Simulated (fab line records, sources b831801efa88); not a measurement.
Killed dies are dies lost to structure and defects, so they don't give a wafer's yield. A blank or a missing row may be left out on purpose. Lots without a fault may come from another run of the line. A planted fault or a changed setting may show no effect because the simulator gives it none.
A struck lot beside a sound one | flow sky130 | 15 steps out of a route of 708
Sound: wafers L842.2, L842.3, L842.5. Struck: wafers L836.1, L836.4, L836.6. The cause comes at the end.
At each step with rows: each side's tool, then ch and its chambers, then its first start. Under that, the readings that differ: sound wafers | struck wafers | difference of the means | sigmas: that difference in standard deviations of wafers without a fault.
alike: readings whose means differ by less than 2 such deviations, and words and numbers that are the same on both sides. not compared: withheld readings, readings that some wafer has no value for, bounds like >300 that may hide the same value, and numbers for which the record gives no deviation and whose values overlap.
The two part at a step that has a row with sigmas, a row that says differs or no value, or rows on one side only. Numbers that don't overlap but have no deviation are shown without sigmas and don't part them. A reading that every wafer of one side lacks parts them only if that side has two wafers or more.

first, 1 step without rows for these wafers: SKY_PWDE_IMPLANT_08.
SKY_PWDE_STRIP_09: strips in O2/N2.
  sound on plasma_asher-04 ch 0,1, day 8 13:04; struck on plasma_asher-02 ch 1, day 7 01:46
  alike: drypump_motor_current_A, oes_product_au, strip_time_to_endpoint_s
  not compared: rf_hours_counter_h
SKY_PWDE_TW_MEAS_10:
  sound on film_metro-02, day 8 13:11; struck on film_metro-03, day 7 01:52
  alike: PWDE_TW
then, 7 steps without rows for these wafers: SKY_NWELL_DEHYDRATE_03 (time 60 s); SKY_NWELL_HMDS_04 (prime time 60 s); SKY_NWELL_COAT_05 (resist thk 3000 nm); SKY_NWELL_SOFTBAKE_06; SKY_NWELL_EXPOSE_07 (exposes mask NWM, target cd 840 nm); SKY_NWELL_PEB_08; SKY_NWELL_DEVELOP_09 (develop time 60 s).
SKY_NWELL_OVL_MEAS_10:
  sound on overlay-02, day 9 10:03; struck on overlay-01, day 7 21:55
  alike: NWELL_00_OVL
then, 1 step without rows for these wafers: SKY_NWELL_IMPLANT_11.
SKY_NWELL_IMPLANT_12:
  sound on implanter-02 ch 0, day 9 10:15; struck on implanter-04 ch 0, day 7 22:07
  reading                  | sound                | struck               | difference | sigmas
  beam_energy_keV          | 119.99 120.00 120.01 | 141.15 141.16 141.11 | +21.14     | +99 or more
  model.implant.rp_nm (nm) | 148.3 148.3 148.3    | 178.3 178.3 178.3    | +30.0      |
  alike: end_station_pressure_torr
then, 1 step without rows for these wafers: SKY_NWELL_IMPLANT_13.
-- the record jumps here: 41 days lie between the struck wafers' starts before and after (it left off in module NWELL and takes up again in module PAD_OPEN, whose first step shown is number 708 of the route) --
SKY_PAD_OPEN_PROBE_99:
  sound on prober-01, day 50 09:11; struck on prober-01, day 49 05:24
  reading                                   | sound                   | struck                  | difference | sigmas
  killed_at_front_end                       | 14 11 13                | 19 15 32                | +9         | +2
  model.etest.pfet_g5v0d10v5.r_on_ohm_um    | 4801 4884 4896          | 4595 4593 4626          | -256       |
  model.etest.pfet_01v8_lvt.drive_ua_um     | 172.9 169.9 172.1       | 183 182.3 183.4         | +11        |
  model.etest.pfet_g5v0d10v5.off_log10_a_um | -12.7 -12.76 -13.06     | -11.44 -10.86 -11.36    | +1.62      |
  model.etest.pfet_01v8_lvt.off_log10_a_um  | -9.001 -8.855 -8.909    | -7.793 -7.821 -7.84     | +1.104     |
  model.etest.pfet_g5v0d10v5.vt_sat_v (V)   | -0.65 -0.6651 -0.7034   | -0.5409 -0.5059 -0.5255 | +0.1487    |
  model.etest.pfet_16v.vt_v (V)             | -1.114 -1.13 -1.131     | -0.995 -0.9879 -0.993   | +0.133     |
  model.etest.pfet_g5v0d10v5.vt_v (V)       | -0.8393 -0.8539 -0.8861 | -0.7553 -0.7242 -0.7405 | +0.1198    |
  model.etest.pfet_g5v0d10v5.vt_long_v (V)  | -0.9421 -0.9521 -0.9497 | -0.8398 -0.8351 -0.84   | +0.1097    |
  alike: killed_at_M0_to_M3, killed_at_M4_up, killed_at_contacts, killed_at_other, killed_dies, killed_on_rim, killed_open, killed_short

WHERE THEY PART
First at SKY_NWELL_IMPLANT_12; last, within this record, at SKY_PAD_OPEN_PROBE_99.

WHY: what the simulator had put in
Process parameter drift: implanter-04, from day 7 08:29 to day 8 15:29, at SKY_NWELL_IMPLANT_12. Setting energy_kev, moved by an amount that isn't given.
